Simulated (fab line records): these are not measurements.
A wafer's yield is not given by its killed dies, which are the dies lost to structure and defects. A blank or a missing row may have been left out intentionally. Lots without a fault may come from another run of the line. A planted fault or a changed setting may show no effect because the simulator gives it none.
Struck lot and sound lot, side by side ; flow sky130 ; 17 steps out of a route of 708
Sound: these wafers, L579.3, L579.5, L579.6. Wafers struck: L589.3, L589.4, L589.6. The cause is named last.
Order at every step that has rows: each side's tool, ch and its chambers, its first start. Under that, the readings that differ: sound wafers ; struck wafers ; difference of the means ; sigmas: that difference in standard deviations of wafers without a fault.
alike: words and numbers the same on both sides, and readings whose means are apart by under 2 such deviations; not compared: readings that were withheld, readings missing a value for some wafer, numbers with overlapping values and no deviation given by the record, and bounds like >300 which may hide the same value.
A row with sigmas, a row that says differs or no value, or rows on one side alone: a step with any of these is where the two part. When numbers do not overlap yet have no deviation, they are printed without sigmas and do not part them. A reading missing from all wafers of one side parts the sides only when that side holds two or more wafers.

SKY_VT_ADJUST_HVTR_OVL_MEAS_08:
  struck on overlay-01, day 14 13:22; sound on overlay-02, day 10 23:52
  alike: VT_ADJUST_HVTR_OVL
after that, 1 step had no rows for these wafers: SKY_VT_ADJUST_HVTR_IMPLANT_09.
SKY_VT_ADJUST_HVTR_STRIP_10: strips in O2/N2.
  sound on plasma asher-03 ch 0,1, day 11 00:05; struck on plasma asher-03 ch 0,1, day 14 13:34
  alike: drypump motor current A, oes product au, strip time to endpoint s
  not compared: rf hours counter h
SKY_VT_ADJUST_HVTR_TW_MEAS_11:
  struck on film metro-04, day 14 13:39; sound on film metro-01, day 11 00:10
reading;sound;struck;difference;sigmas
VT_ADJUST_HVTR_TW;212.8 212.2 211.3;209.3 208.8 209.2;-3.0;-2
then, 7 steps without rows for these wafers: SKY_VT_ADJUST_PCH_DEHYDRATE_00 (time 60 s); SKY_VT_ADJUST_PCH_HMDS_01 (prime time 60 s); SKY_VT_ADJUST_PCH_COAT_02 (resist thk 3000 nm); SKY_VT_ADJUST_PCH_SOFTBAKE_03; SKY_VT_ADJUST_PCH_EXPOSE_04 (exposes mask NWM, target cd 840 nm); SKY_VT_ADJUST_PCH_PEB_05; SKY_VT_ADJUST_PCH_DEVELOP_06 (develop time 60 s).
SKY_VT_ADJUST_PCH_OVL_MEAS_07:
  struck on overlay-02, day 15 17:00; sound on overlay-02, day 12 00:06
  alike: VT_ADJUST_PCH_OVL
SKY_VT_ADJUST_PCH_IMPLANT_08:
  sound on implanter-01 ch 0, day 12 00:10; struck on implanter-03 ch 0, day 15 17:04
reading;sound;struck;difference;sigmas
dose ions cm2;5.004e+11 4.996e+11 4.995e+11;5.379e+11 5.382e+11 5.378e+11;+3.813e+10;+68
faraday current uA;2.87 2.81 2.87;3.02 3.00 2.96;+0.14;+3
SKY_VT_ADJUST_PCH_STRIP_09: strips in O2/N2.
  sound on plasma asher-02 ch 0,1, day 12 00:19; struck on plasma asher-02 ch 0,1, day 15 17:13
  alike: drypump motor current A, oes product au, strip time to endpoint s
  not compared: rf hours counter h
SKY_VT_ADJUST_PCH_TW_MEAS_10:
  struck on film metro-04, day 15 17:17; sound on film metro-04, day 12 00:23
reading;sound;struck;difference;sigmas
VT_ADJUST_PCH_TW;142.2 142.6 142.6;145.2 145.9 145.8;+3.2;+3
then, 1 step without rows for these wafers: SKY_SONOS_TUNNEL_DEHYDRATE_00 (time 60 s).
-- record jumps: 34 days separate the struck wafers' starts on either side; left off in module SONOS_TUNNEL, taken up again in module PAD_OPEN, whose first shown step is the route's number 708 --
SKY_PAD_OPEN_PROBE_99:
  struck on prober-01, day 49 17:49; sound on prober-01, day 47 05:19
  alike: killed_at_M0_to_M3, killed_at_M4_up, killed at contacts, killed at front end, killed at other, killed dies, killed open, killed short

## WHERE THEY PART
Earliest at SKY_VT_ADJUST_HVTR_TW_MEAS_11; latest, in this record, at SKY_VT_ADJUST_PCH_TW_MEAS_10. Later steps at which nothing parts them and some readings are alike: SKY_PAD_OPEN_PROBE_99.

WHY: the cause the simulator had injected
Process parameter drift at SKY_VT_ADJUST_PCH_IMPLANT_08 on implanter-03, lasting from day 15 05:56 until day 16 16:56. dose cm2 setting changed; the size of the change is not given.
